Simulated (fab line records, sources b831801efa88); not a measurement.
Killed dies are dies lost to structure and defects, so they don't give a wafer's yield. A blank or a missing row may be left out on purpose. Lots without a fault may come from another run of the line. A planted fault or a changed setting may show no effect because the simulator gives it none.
A struck lot beside a sound one | flow sky130 | 35 steps out of a route of 708
Sound: wafers L305.4, L305.5, L305.6. Struck: wafers L312.2, L312.6. (L312.3 of the same lot was not struck and is left out.) The cause comes at the end.
At each step with rows: each side's tool, then ch and its chambers, then its first start. Under that, the readings that differ: sound wafers | struck wafers | difference of the means | sigmas: that difference in standard deviations of wafers without a fault.
alike: readings whose means differ by less than 2 such deviations, and words and numbers that are the same on both sides. not compared: withheld readings, readings that some wafer has no value for, bounds like >300 that may hide the same value, and numbers for which the record gives no deviation and whose values overlap.
The two part at a step that has a row with sigmas, a row that says differs or no value, or rows on one side only. Numbers that don't overlap but have no deviation are shown without sigmas and don't part them. A reading that every wafer of one side lacks parts them only if that side has two wafers or more.

first, 10 steps without rows for these wafers: SKY_METAL3_COAT_07 (resist thk 60 nm); SKY_METAL3_COAT_08 (resist thk 1140 nm); SKY_METAL3_SOFTBAKE_09 (time 90 s); SKY_METAL3_EXPOSE_10 (exposes mask MM3, target cd 300 nm); SKY_METAL3_PEB_11; SKY_METAL3_DEVELOP_12 (develop time 60 s); SKY_METAL3_DESCUM_15 (chemistry O2, time 8 s); SKY_METAL3_ETCH_16 (etches BARC in N2/H2, stops on SiO2, time 88.2 s, target depth 60 nm); SKY_METAL3_ETCH_17 (etches SiO2 in C4F8/O2/Ar, stops on TiN, time 3.9 s, target depth 15 nm); SKY_METAL3_METAL_ETCH_18 (etches the open film in Cl2/BCl3, stops on SiO2, target depth 845 nm, time 183.1 s).
SKY_METAL3_STRIP_19: strips in O2/N2.
  sound on plasma_asher-04 ch 0,1, day 39 01:22; struck on plasma_asher-04 ch 1, day 41 12:41
  alike: chamber_pressure_mTorr, drypump_motor_current_A, oes_product_au, strip_time_to_endpoint_s
  not compared: rf_hours_counter_h
then, 23 steps without rows for these wafers: SKY_METAL3_STRIP_20 (strips in post etch residue remover, time 1200 s); SKY_METAL3_CLEAN_21 (cleans in IPA, time 180 s); SKY_METAL3_CLEAN_22 (cleans in O3/DIW); SKY_VIA3_HDPCVD_00 (deposits SiO2, target thk 1635 nm, time 272.5 s); SKY_VIA3_CMP_02 (polishes SiO2); SKY_VIA3_DEHYDRATE_04 (time 60 s); SKY_VIA3_HMDS_05 (prime time 60 s); SKY_VIA3_COAT_06 (resist thk 60 nm); SKY_VIA3_COAT_07 (resist thk 450 nm); SKY_VIA3_SOFTBAKE_08 (time 90 s); SKY_VIA3_EXPOSE_09 (exposes mask VIM3, target cd 200 nm); SKY_VIA3_PEB_10; SKY_VIA3_DEVELOP_11 (develop time 60 s); SKY_VIA3_ETCH_14 (etches BARC in N2/H2, stops on SiO2, time 45.9 s, target depth 60 nm); SKY_VIA3_ETCH_15 (etches SiO2 in C4F8/O2/Ar, stops on TiN, target depth 507 nm, time 78 s); SKY_VIA3_STRIP_16 (strips in O2/N2); SKY_VIA3_STRIP_17 (strips in post etch residue remover, time 1200 s); SKY_VIA3_CLEAN_18 (cleans in IPA, time 180 s); SKY_VIA3_CLEAN_19 (cleans in O3/DIW); SKY_VIA3_SPUTTER_20 (material TiN, target thk 20 nm, time 80 s); SKY_VIA3_CVD_21 (deposits W, target thk 390 nm, time 117.31 s); SKY_VIA3_CMP_24 (polishes, stops on SiO2, t overpolish 20 s, target thk 0 nm); SKY_METAL4_SPUTTER_00 (material Ti, target thk 15 nm, time 10 s).
-- the record jumps here: 7 days lie between the struck wafers' starts before and after (it left off in module METAL4 and takes up again in module PAD_OPEN, whose first step shown is number 708 of the route) --
SKY_PAD_OPEN_PROBE_99:
  sound on prober-02, day 46 00:38; struck on prober-01, day 48 03:46
  reading                               | sound               | struck      | difference | sigmas
  defect_limited_yield (%)              | 85.0 83.3 80.1      | 74.6 73.4   | -8.8       | -5
  killed_at_M0_to_M3                    | 36 40 47            | 90 96       | +52        | +8
  killed_dies                           | 74 82 98            | 125 131     | +43        | +5
  sort_bin_3_pad_short (%)              | 0.4 0.6 1.6         | 3.9 4.3     | +3.2       | +7
  sort_bin_5_function (%)               | 7.9 10.0 12.0       | 16.1 15.2   | +5.7       | +4
  sort_n_pass                           | 418 410 394         | 367 361     | -43        | -5
  sort_yield_pct (%)                    | 85.0 83.3 80.1      | 74.6 73.4   | -8.8       | -5
  model.etest.tester.sort_n_pass        | 418 410 394         | 367 361     | -43        |
  model.etest.tester.sort_yield_pct (%) | 84.96 83.33 80.08   | 74.59 73.37 | -8.81      |
  model.etest.tester.sort_bin_5_pct (%) | 7.927 9.959 11.99   | 16.06 15.24 | +5.69      |
  model.etest.tester.sort_bin_3_pct (%) | 0.4065 0.6098 1.626 | 3.862 4.268 | +3.184     |
  alike: killed_at_M4_up, killed_at_contacts, killed_at_front_end, killed_at_other, killed_open, killed_short, sort_bin_6_memory

WHERE THEY PART
Only at SKY_PAD_OPEN_PROBE_99, within this record.

WHY: what the simulator had put in
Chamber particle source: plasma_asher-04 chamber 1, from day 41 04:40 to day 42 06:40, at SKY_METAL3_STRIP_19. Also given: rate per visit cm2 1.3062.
